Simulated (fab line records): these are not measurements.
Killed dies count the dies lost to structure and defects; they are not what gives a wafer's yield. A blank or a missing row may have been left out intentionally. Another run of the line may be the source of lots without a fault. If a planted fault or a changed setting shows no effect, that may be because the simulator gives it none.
fab line records ; flow sky130
[record] lots = 7; wafers = 21; lastDay = 50
route steps=708 shown VIA3@575 PAD_OPEN@708
lots with no fault: from the same line, run without faults
startH: the number of hours between the record's first day and the start of the first shown wafer of the lot ; waitH: time in hours since the lot's previous step ; " the same as in the row above ; L1.1+2: several wafers, shown together as one row ; - no value, or no start given ; * or withheld: withheld ; < > ~ a bound
route shown NAME@n: NAME is a module with steps in the file, n the number in the route of the first one ; usual: average and standard deviation across the fault-free wafers ; same: alike in all rows ; chamber/n: place in a boat ; sites: each site's reading ; _std_site: standard deviation across them ; _edge_site: mean of outer sites minus mean of inner sites ; radiusMm: how far each site lies from the wafer's centre ; mask NAME#n: copy n ; behind: the last tool/chamber to shape the wafer ; hold: cause of the lot's hold/its duration in hours/its outcome ; device: which transistor (n, p or np) failed to switch ; end of line: tests of these same wafers at the route's end ; a step with no rows: only its recipe ; killed: dies that structure and defects cost at the first sort, which is not the same as the wafer's yield ; map: the dies of a wafer, with x for killed, . for not killed, _ for no die there
set.NAME: the run value of the setting; set.NAME@STEP: its run value at that earlier step ; model.NAME: the simulator's own value behind a step, which no gauge read
lots at selected steps of the route; one table per step, one row per wafer
services: from which hour (startH, from the record's first day; less than 0 if before it) a tool's chamber was out of use, for how many hours, and why
[[steps]]
[step SKY_VIA3_CMP_02]
[recipe] material = SiO2; downForcePsi = 4; platenRpm = 60; padVelocityMS = 0.94248
[usual] motorCurrentA = 12.1/0.85
lot.wafer;tool;chamber;startH;waitH;motorCurrentA
L256.1;cmp-02;1;901.90;0.1;11.5
L256.4;cmp-02;3;901.90;0.1;12.5
L256.2;cmp-02;0;901.90;0.1;12.8
L267.4;cmp-02;3;985.02;0.0;12.6
L267.1;cmp-02;2;985.02;0.0;13.3
L267.5;cmp-02;3;985.02;0.0;12.6
L268.3;cmp-02;1;990.63;0.1;11.1
L268.2;cmp-02;2;990.63;0.1;12.9
L268.5;cmp-02;0;990.63;0.1;11.8
L269.3;cmp-01;3;995.51;0.1;12.0
L269.1;cmp-01;0;995.51;0.1;11.3
L269.5;cmp-01;2;995.51;0.1;10.7
L275.2;cmp-01;0;1032.62;0.2;11.1
L275.1;cmp-01;1;1032.62;0.2;13.2
L275.6;cmp-01;2;1032.62;0.2;10.9
L276.2;cmp-02;2;1037.74;0.1;12.7
L276.1;cmp-02;3;1037.74;0.1;13.0
L276.6;cmp-02;1;1037.74;0.1;11.2
L278.3;cmp-02;3;1064.32;0.4;13.0
L278.4;cmp-02;1;1064.32;0.4;11.8
L278.1;cmp-02;2;1064.32;0.4;13.0
[step SKY_VIA3_BOW_MEAS_03]
[recipe] mode = bow
[usual] VIA3_BOW = 80/8.7
lot.wafer;tool;chamber;startH;waitH;VIA3_BOW[um]
L256.1;filmMetro-01;-;902.20;0.2;74
L256.2;filmMetro-01;-;902.20;0.2;86
L256.4;filmMetro-01;-;902.20;0.2;83
L267.1;filmMetro-01;-;985.32;0.1;72
L267.4;filmMetro-01;-;985.32;0.1;90
L267.5;filmMetro-01;-;985.32;0.1;76
L268.2;filmMetro-01;-;990.85;0.1;83
L268.3;filmMetro-01;-;990.85;0.1;89
L268.5;filmMetro-01;-;990.85;0.1;85
L269.1;filmMetro-04;-;995.71;0.1;81
L269.3;filmMetro-04;-;995.71;0.1;75
L269.5;filmMetro-04;-;995.71;0.1;77
L275.1;filmMetro-01;-;1032.82;0.1;91
L275.2;filmMetro-01;-;1032.82;0.1;78
L275.6;filmMetro-01;-;1032.82;0.1;83
L276.1;filmMetro-04;-;1037.94;0.1;78
L276.2;filmMetro-04;-;1037.94;0.1;81
L276.6;filmMetro-04;-;1037.94;0.1;73
L278.1;filmMetro-02;-;1064.62;0.1;85
L278.3;filmMetro-02;-;1064.62;0.1;105
L278.4;filmMetro-02;-;1064.62;0.1;75
[step SKY_VIA3_DEHYDRATE_04]
[recipe] tempC = 200; timeS = 60
[step SKY_VIA3_HMDS_05]
[recipe] primeTimeS = 60; primeTempC = 120
[step SKY_VIA3_COAT_06]
[recipe] resist = BARC; tempC = withheld; timeS = withheld; spinRpm = 3000; resistThkNm = 60
[step SKY_VIA3_COAT_07]
[recipe] resist = KrF-thick; spinRpm = 3000; resistThkNm = 450
[step SKY_VIA3_SOFTBAKE_08]
[recipe] tempC = 100; timeS = 90; resist = KrF-thick
[step SKY_VIA3_EXPOSE_09]
[recipe] maskId = VIM3; na = 0.8; sourceShape = annular; sigmaInner = 0.55; sigmaOuter = 0.85; targetCdNm = 200; doseMj = 38
[step SKY_VIA3_PEB_10]
[recipe] pebTempC = withheld; pebTimeS = withheld; resist = KrF-thick
[step SKY_VIA3_DEVELOP_11]
[recipe] developTimeS = 60; resist = KrF-thick; devTempC = 21
[step SKY_VIA3_CD_MEAS_12]
[recipe] targetCdNm = 200
[usual] cdNm = 200.1/1.3
lot.wafer;tool;chamber;startH;waitH;cdNm
L256.1;cdSem-01;-;926.36;-;200.7
L256.2;cdSem-01;-;926.36;-;200.4
L256.4;cdSem-01;-;926.36;-;199.2
L267.1;cdSem-02;-;1008.77;-;201.7
L267.4;cdSem-02;-;1008.77;-;200.8
L267.5;cdSem-02;-;1008.77;-;200.8
L268.2;cdSem-01;-;1014.14;-;202.1
L268.3;cdSem-01;-;1014.14;-;201.5
L268.5;cdSem-01;-;1014.14;-;200.5
L269.1;cdSem-01;-;1018.31;-;198.1
L269.3;cdSem-01;-;1018.31;-;198.5
L269.5;cdSem-01;-;1018.31;-;199.5
L275.1;cdSem-01;-;1054.87;-;200.2
L275.2;cdSem-01;-;1054.87;-;198.7
L275.6;cdSem-01;-;1054.87;-;198.9
L276.1;cdSem-01;-;1059.67;-;198.9
L276.2;cdSem-01;-;1059.67;-;201.6
L276.6;cdSem-01;-;1059.67;-;200.4
L278.1;cdSem-01;-;1085.61;-;201.9
L278.3;cdSem-01;-;1085.61;-;202.6
L278.4;cdSem-01;-;1085.61;-;202.5
[step SKY_VIA3_OVL_MEAS_13]
[usual] VIA3_OVL = -3/5.6
lot.wafer;tool;chamber;startH;waitH;VIA3_OVL[nm]
L256.1;overlay-01;-;926.48;0.1;0
L256.2;overlay-01;-;926.48;0.1;-4
L256.4;overlay-01;-;926.48;0.1;-7
L267.1;overlay-01;-;1008.89;0.1;-1
L267.4;overlay-01;-;1008.89;0.1;-1
L267.5;overlay-01;-;1008.89;0.1;1
L268.2;overlay-01;-;1014.24;0.1;-13
L268.3;overlay-01;-;1014.24;0.1;-5
L268.5;overlay-01;-;1014.24;0.1;-1
L269.1;overlay-01;-;1018.43;0.1;-4
L269.3;overlay-01;-;1018.43;0.1;-7
L269.5;overlay-01;-;1018.43;0.1;-4
L275.1;overlay-02;-;1054.99;0.1;-1
L275.2;overlay-02;-;1054.99;0.1;-7
L275.6;overlay-02;-;1054.99;0.1;-11
L276.1;overlay-01;-;1059.79;0.1;4
L276.2;overlay-01;-;1059.79;0.1;7
L276.6;overlay-01;-;1059.79;0.1;6
L278.1;overlay-02;-;1085.73;0.1;-1
L278.3;overlay-02;-;1085.73;0.1;-1
L278.4;overlay-02;-;1085.73;0.1;0
[step SKY_VIA3_ETCH_14]
[recipe] chemistry = N2/H2; target = BARC; ionEnergyEv = 200; sourceW = 500; biasW = 100; pressureMtorr = 30; n2FlowSccm = 100; h2FlowSccm = 200; stopOn = SiO2; timeS = 45.9; targetDepthA = 600
[usual] drypumpMotorCurrentA = 5.9/0.38; oesProductAu = 0.855/0.0039; rfFwdPowerW = 494.3/2.2; throttleValvePct = 13.225/0.0082
lot.wafer;tool;chamber;startH;waitH;drypumpMotorCurrentA;oesProductAu;rfFwdPowerW;rfHoursCounterH;throttleValvePct;model.KrF-thick_of_VIA3_COAT_07.thkNm
L256.1;rieDiel-04;2;926.52;0.0;5.5;0.853;495.5;21;13.211;392.8
L256.2;rieDiel-04;1;926.52;0.0;5.5;0.859;491.1;7;13.230;391.8
L256.4;rieDiel-04;3;926.52;0.0;6.4;0.859;491.7;12;13.229;393.2
L267.1;rieDiel-01;2;1008.92;0.0;6.0;0.857;573.7;25;13.224;383.4
L267.4;rieDiel-01;1;1008.92;0.0;5.8;0.857;577.0;-;13.233;386
L267.5;rieDiel-01;2;1008.92;0.0;6.1;0.843;576.9;-;13.229;386.5
L268.2;rieDiel-01;2;1014.27;0.0;6.0;0.859;577.4;26;13.239;386.8
L268.3;rieDiel-01;0;1014.27;0.0;5.7;0.847;574.1;20;13.237;386.4
L268.5;rieDiel-01;3;1014.27;0.0;5.2;0.856;572.1;-;13.226;385.6
L269.1;rieDiel-01;2;1018.47;0.0;6.0;0.856;578.7;26;13.225;384.9
L269.3;rieDiel-01;0;1018.47;0.0;5.6;0.851;571.0;20;13.227;386.3
L269.5;rieDiel-01;3;1018.47;0.0;5.3;0.854;572.2;-;13.236;387.5
L275.1;rieDiel-03;1;1055.02;0.0;6.0;0.857;496.3;18;13.226;391.9
L275.2;rieDiel-03;3;1055.02;0.0;6.5;0.849;493.6;8;13.212;396
L275.6;rieDiel-03;0;1055.02;0.0;6.2;0.858;497.0;-;13.206;393
L276.1;rieDiel-04;0;1059.82;0.0;6.2;0.852;493.7;23;13.223;394.8
L276.2;rieDiel-04;1;1059.82;0.0;5.5;0.856;490.4;11;13.218;396
L276.6;rieDiel-04;3;1059.82;0.0;6.4;0.852;494.4;-;13.226;397.2
L278.1;rieDiel-01;1;1085.77;0.0;5.8;0.852;494.2;25;13.223;389.7
L278.3;rieDiel-01;0;1085.77;0.0;5.6;0.853;494.3;23;13.226;393.1
L278.4;rieDiel-01;0;1085.77;0.0;5.7;0.851;495.1;-;13.228;391.4
[step SKY_VIA3_ETCH_15]
[recipe] target = SiO2; chemistry = C4F8/O2/Ar; targetDepthNm = 507; stopOn = TiN; maskMaterial = KrF-thick; sourceW = 1500; biasW = 1200; pressureMtorr = 40; c4f8FlowSccm = withheld; O2_flow_sccm = 6; Ar_flow_sccm = 300; timeS = 78
[usual] oesProductAu = 0.947/0.0047; rfFwdPowerW = 1488/6.4
lot.wafer;tool;chamber;startH;waitH;oesProductAu;rfFwdPowerW;rfHoursCounterH;model.KrF-thick_of_VIA3_COAT_07.thkNm
L256.1;rieDiel-04;2;926.56;0.0;0.948;1483;21;294.3
L256.2;rieDiel-04;1;926.56;0.0;0.946;1479;7;293
L256.4;rieDiel-04;3;926.56;0.0;0.942;1498;12;293.2
L267.1;rieDiel-01;2;1008.96;0.0;0.943;1493;25;280.2
L267.4;rieDiel-01;1;1008.96;0.0;0.949;1491;-;282.3
L267.5;rieDiel-01;2;1008.96;0.0;0.946;1490;-;283.2
L268.2;rieDiel-01;2;1014.31;0.0;0.936;1493;26;282.4
L268.3;rieDiel-01;0;1014.31;0.0;0.944;1479;20;284.7
L268.5;rieDiel-01;3;1014.31;0.0;0.945;1477;-;282.3
L269.1;rieDiel-01;2;1018.51;0.0;0.949;1480;26;280.7
L269.3;rieDiel-01;0;1018.51;0.0;0.949;1504;20;283.4
L269.5;rieDiel-01;3;1018.51;0.0;0.947;1475;-;283.2
L275.1;rieDiel-03;1;1055.06;0.0;0.951;1483;18;288.8
L275.2;rieDiel-03;3;1055.06;0.0;0.943;1490;8;295.9
L275.6;rieDiel-03;0;1055.06;0.0;0.951;1494;-;293.4
L276.1;rieDiel-04;0;1059.87;0.0;0.947;1488;23;292
L276.2;rieDiel-04;1;1059.87;0.0;0.945;1485;11;295.4
L276.6;rieDiel-04;3;1059.87;0.0;0.952;1488;-;298
L278.1;rieDiel-01;1;1085.81;0.0;0.949;1485;25;285.3
L278.3;rieDiel-01;0;1085.81;0.0;0.952;1482;23;290.9
L278.4;rieDiel-01;0;1085.81;0.0;0.950;1480;-;289.4
[step SKY_VIA3_STRIP_16]
[recipe] chemistry = O2/N2; powerW = 1400; pressureMtorr = 1500; platenTempC = withheld; o2FlowSccm = 3000; n2FlowSccm = 300; overashFraction = 0.5
[usual] drypumpMotorCurrentA = 5.6/0.31; oesProductAu = 0.402/0.0048; stripTimeToEndpointS = 4.13/0.033
lot.wafer;tool;chamber;startH;waitH;drypumpMotorCurrentA;oesProductAu;rfHoursCounterH;stripTimeToEndpointS
L256.1;plasmaAsher-04;1;926.62;0.0;6.0;0.398;48;4.16
L256.2;plasmaAsher-04;0;926.62;0.0;5.2;0.407;48;4.14
L256.4;plasmaAsher-04;1;926.62;0.0;5.9;0.401;-;4.15
L267.1;plasmaAsher-02;1;1009.02;0.0;5.7;0.394;94;4.02
L267.4;plasmaAsher-02;1;1009.02;0.0;5.7;0.394;-;4.04
L267.5;plasmaAsher-02;0;1009.02;0.0;5.9;0.390;-;4.05
L268.2;plasmaAsher-03;1;1014.37;0.0;5.3;0.397;28;4.03
L268.3;plasmaAsher-03;1;1014.37;0.0;5.3;0.396;-;4.06
L268.5;plasmaAsher-03;0;1014.37;0.0;5.2;0.406;-;4.04
L269.1;plasmaAsher-02;0;1018.57;0.0;5.9;0.400;95;4.03
L269.3;plasmaAsher-02;0;1018.57;0.0;5.9;0.398;-;4.06
L269.5;plasmaAsher-02;0;1018.57;0.0;5.9;0.396;-;4.04
L275.1;plasmaAsher-03;1;1055.12;0.0;5.3;0.394;29;4.12
L275.2;plasmaAsher-03;0;1055.12;0.0;5.2;0.400;29;4.17
L275.6;plasmaAsher-03;1;1055.12;0.0;5.3;0.409;-;4.15
L276.1;plasmaAsher-02;1;1059.93;0.0;5.8;0.398;102;4.14
L276.2;plasmaAsher-02;0;1059.93;0.0;5.9;0.408;102;4.17
L276.6;plasmaAsher-02;1;1059.93;0.0;5.7;0.402;-;4.21
L278.1;plasmaAsher-02;1;1085.87;0.0;5.7;0.401;104;4.05
L278.3;plasmaAsher-02;0;1085.87;0.0;6.0;0.402;-;4.12
L278.4;plasmaAsher-02;1;1085.87;0.0;5.7;0.403;-;4.10
[step SKY_VIA3_STRIP_17]
[recipe] chemistry = postEtchResidueRemover; timeS = 1200; tempC = 72.5
[step SKY_PAD_OPEN_PROBE_99]
[usual] defectLimitedYield = 82.4/1.9; killed_at_M0_to_M3 = 44/7.1; killed_at_M4_up = 3.5/2; killedAtContacts = 24/5.3; killedAtFrontEnd = 15/4.8; killedAtOther = 0.1/0.35; killedDies = 86/9.3; killedOpen = 47/7.8; killedShort = 39/5.9; sort_bin_3_pad_short = 0.8/0.42; sort_bin_5_function = 10.3/1.4; sort_bin_6_memory = 6.4/1.1; sortNPass = 406/9.3; sortYieldPct = 82.4/1.9
[same] grossDies = 492; killedAtBackSide = 0; sort_bin_4_leakage[%] = 0; sort_bin_8_speed[%] = 0
lot.wafer;tool;chamber;startH;waitH;defectLimitedYield[%];killed_at_M0_to_M3;killed_at_M4_up;killedAtContacts;killedAtFrontEnd;killedAtOther;killedDies;killedOpen;killedShort;sort_bin_3_pad_short[%];sort_bin_5_function[%];sort_bin_6_memory[%];sortNPass;sortYieldPct[%]
L256.1;prober-01;-;1073.63;0.1;82.1;36;6;26;20;0;88;51;37;0.6;10.6;6.7;404;82.1
L256.2;prober-01;-;1073.68;0.1;83.3;40;3;24;15;0;82;45;37;1.0;9.6;6.1;410;83.3
L256.4;prober-01;-;1073.78;0.2;81.1;38;4;29;22;0;93;58;35;0.8;10.4;7.7;399;81.1
L267.1;prober-02;-;1143.35;0.1;82.1;48;1;31;8;0;88;57;31;0.2;11.0;6.7;404;82.1
L267.4;prober-02;-;1143.50;0.2;85.2;38;2;20;13;0;73;37;36;1.0;9.1;4.7;419;85.2
L267.5;prober-02;-;1143.55;0.2;81.9;48;6;30;5;0;89;48;41;0.4;10.4;7.3;403;81.9
L269.1;prober-01;-;1151.33;0.1;83.1;47;4;18;13;1;83;43;40;1.8;8.7;6.3;409;83.1
L269.3;prober-01;-;1151.43;0.2;83.3;38;2;25;17;0;82;40;42;1.4;9.1;6.1;410;83.3
L269.5;prober-01;-;1151.53;0.2;82.5;48;4;30;4;0;86;49;37;0.6;10.4;6.5;406;82.5
L276.1;prober-02;-;1182.67;0.1;79.1;55;7;25;16;0;103;60;43;1.0;12.0;7.9;389;79.1
L276.2;prober-02;-;1182.72;0.1;81.7;44;5;25;16;0;90;41;49;1.0;9.3;7.9;402;81.7
L276.6;prober-02;-;1182.92;0.2;84.8;32;7;12;24;0;75;33;42;0.8;8.3;6.1;417;84.8
// killed by level:class
L256.1 VIA1:geometricParticle:open=10 VIA3:geometricParticle:open=9 CONTACT:geometricParticle:open=8 POLY_GATE:geometricParticle:open=6 LI_CONTACT:geometricParticle:open=6 CONTACT:geometricParticle:short=6 FIELD_ISO:geometricParticle:short=5 LOCAL_INTERCONNECT:geometricParticle:short=4
L256.2 VIA1:geometricParticle:open=9 CONTACT:geometricParticle:open=8 VIA3:geometricParticle:open=7 POLY_GATE:geometricParticle:short=6 METAL1:geometricParticle:short=6 LI_CONTACT:geometricParticle:open=5 FIELD_ISO:geometricParticle:open=4 LOCAL_INTERCONNECT:geometricParticle:short=4
L256.4 CONTACT:geometricParticle:open=11 VIA3:geometricParticle:open=9 METAL2:geometricParticle:short=8 VIA1:geometricParticle:open=8 LI_CONTACT:geometricParticle:open=7 FIELD_ISO:geometricParticle:short=6 VIA2:geometricParticle:open=6 LI_CONTACT:geometricParticle:short=5
L267.1 CONTACT:geometricParticle:open=19 VIA1:geometricParticle:open=9 VIA2:geometricParticle:short=7 VIA3:geometricParticle:open=7 METAL1:geometricParticle:short=6 LI_CONTACT:geometricParticle:open=4 METAL2:geometricParticle:short=4 METAL2:geometricParticle:open=4
L267.4 CONTACT:geometricParticle:open=8 VIA1:geometricParticle:short=8 VIA1:geometricParticle:open=8 LI_CONTACT:geometricParticle:open=6 METAL1:geometricParticle:short=5 FIELD_ISO:geometricParticle:short=4 FIELD_ISO:geometricParticle:open=3 LOCAL_INTERCONNECT:geometricParticle:short=3
L267.5 CONTACT:geometricParticle:open=14 VIA1:geometricParticle:open=11 CONTACT:geometricParticle:short=7 VIA1:geometricParticle:short=7 VIA3:geometricParticle:open=7 METAL2:geometricParticle:short=6 LI_CONTACT:geometricParticle:short=4 VIA3:geometricParticle:short=4
L269.1 VIA1:geometricParticle:open=11 VIA2:geometricParticle:open=8 CONTACT:geometricParticle:open=7 POLY_GATE:geometricParticle:short=6 CONTACT:geometricParticle:short=6 VIA3:geometricParticle:short=6 METAL2:geometricParticle:short=5 VIA1:geometricParticle:short=4
L269.3 CONTACT:geometricParticle:open=9 VIA1:geometricParticle:open=8 CONTACT:geometricParticle:short=6 VIA3:geometricParticle:short=6 VIA3:geometricParticle:open=6 POLY_GATE:geometricParticle:open=5 FIELD_ISO:geometricParticle:short=4 POLY_GATE:geometricParticle:short=4
L269.5 CONTACT:geometricParticle:open=10 VIA2:geometricParticle:open=10 VIA1:geometricParticle:open=9 VIA3:geometricParticle:open=8 CONTACT:geometricParticle:short=8 LI_CONTACT:geometricParticle:open=7 VIA2:geometricParticle:short=5 VIA3:geometricParticle:short=4
L276.1 VIA1:geometricParticle:open=14 CONTACT:geometricParticle:open=12 METAL1:geometricParticle:short=6 VIA2:geometricParticle:open=6 VIA3:geometricParticle:open=6 LI_CONTACT:geometricParticle:open=5 VIA1:geometricParticle:short=5 METAL3:geometricParticle:short=5
L276.2 METAL2:geometricParticle:short=10 LI_CONTACT:geometricParticle:open=9 METAL1:geometricParticle:short=6 CONTACT:geometricParticle:open=6 VIA1:geometricParticle:open=6 LOCAL_INTERCONNECT:geometricParticle:short=5 VIA2:geometricParticle:short=5 VIA3:geometricParticle:open=5
L276.6 FIELD_ISO:geometricParticle:open=8 VIA1:geometricParticle:open=7 FIELD_ISO:geometricParticle:short=6 METAL4:geometricParticle:short=6 METAL1:geometricParticle:short=5 METAL2:geometricParticle:short=5 POLY_GATE:geometricParticle:open=4 LI_CONTACT:geometricParticle:open=3
[[services]]
tool;chamber;startH;hours;kind
cmp-02;-;892.55;1.7;repair
plasmaAsher-02;-;892.86;1.8;repair
rieDiel-04;3;904.07;4.5;repair
cmp-02;-;909.06;1.4;repair
cmp-02;-;911.59;1.9;repair
cmp-01;-;912.00;4.0;pm
rieDiel-01;-;916.94;0.3;repair
cmp-02;-;931.26;2.0;repair
plasmaAsher-02;-;949.83;2.0;repair
rieDiel-04;-;958.12;0.6;repair
rieDiel-04;3;976.31;7.3;repair
rieDiel-03;0;992.67;10.2;repair
rieDiel-03;-;994.00;24.8;repair
rieDiel-01;0;998.69;10.5;repair
cmp-02;-;1014.86;12.2;pm
plasmaAsher-03;-;1015.18;28.1;pm
rieDiel-03;-;1016.12;1.1;repair
rieDiel-01;2;1019.84;11.0;repair
rieDiel-03;-;1024.45;0.3;repair
rieDiel-01;-;1027.57;0.4;repair
cmp-02;-;1041.26;3.0;pm
rieDiel-03;2;1043.04;19.6;repair
plasmaAsher-03;-;1043.28;2.8;pm
cmp-02;-;1084.11;4.0;pm
[[key]]
[firstSign] step = SKY_VIA3_ETCH_14; reading = rfFwdPowerW; direction = up; sigmas = 37; usual = 494.3; struck = 574.8
[effect] step = SKY_VIA3_STRIP_16; reading = stripTimeToEndpointS; direction = down; sigmas = 2.7; usual = *; struck = *
[modelEffect] step = SKY_VIA3_ETCH_14; value = KrF-thick_of_VIA3_COAT_07.thkNm; without = 392.3; struck = 385.9
[modelEffect] step = SKY_VIA3_ETCH_15; value = KrF-thick_of_VIA3_COAT_07.thkNm; without = 288.8; struck = 282.5
metAt SKY_VIA3_ETCH_14
struckWafers L267.1,L267.4,L267.5,L268.2,L268.3,L268.5,L269.1,L269.3,L269.5
[fault] kind = processParameterDrift; tool = rieDiel-01; chamber = -; onsetH = 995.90; steps = SKY_VIA3_ETCH_14; channel = sourceW; offset = 80; shape = step; endH = 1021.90; actsIn = theseRecipesOnly; stated = 500
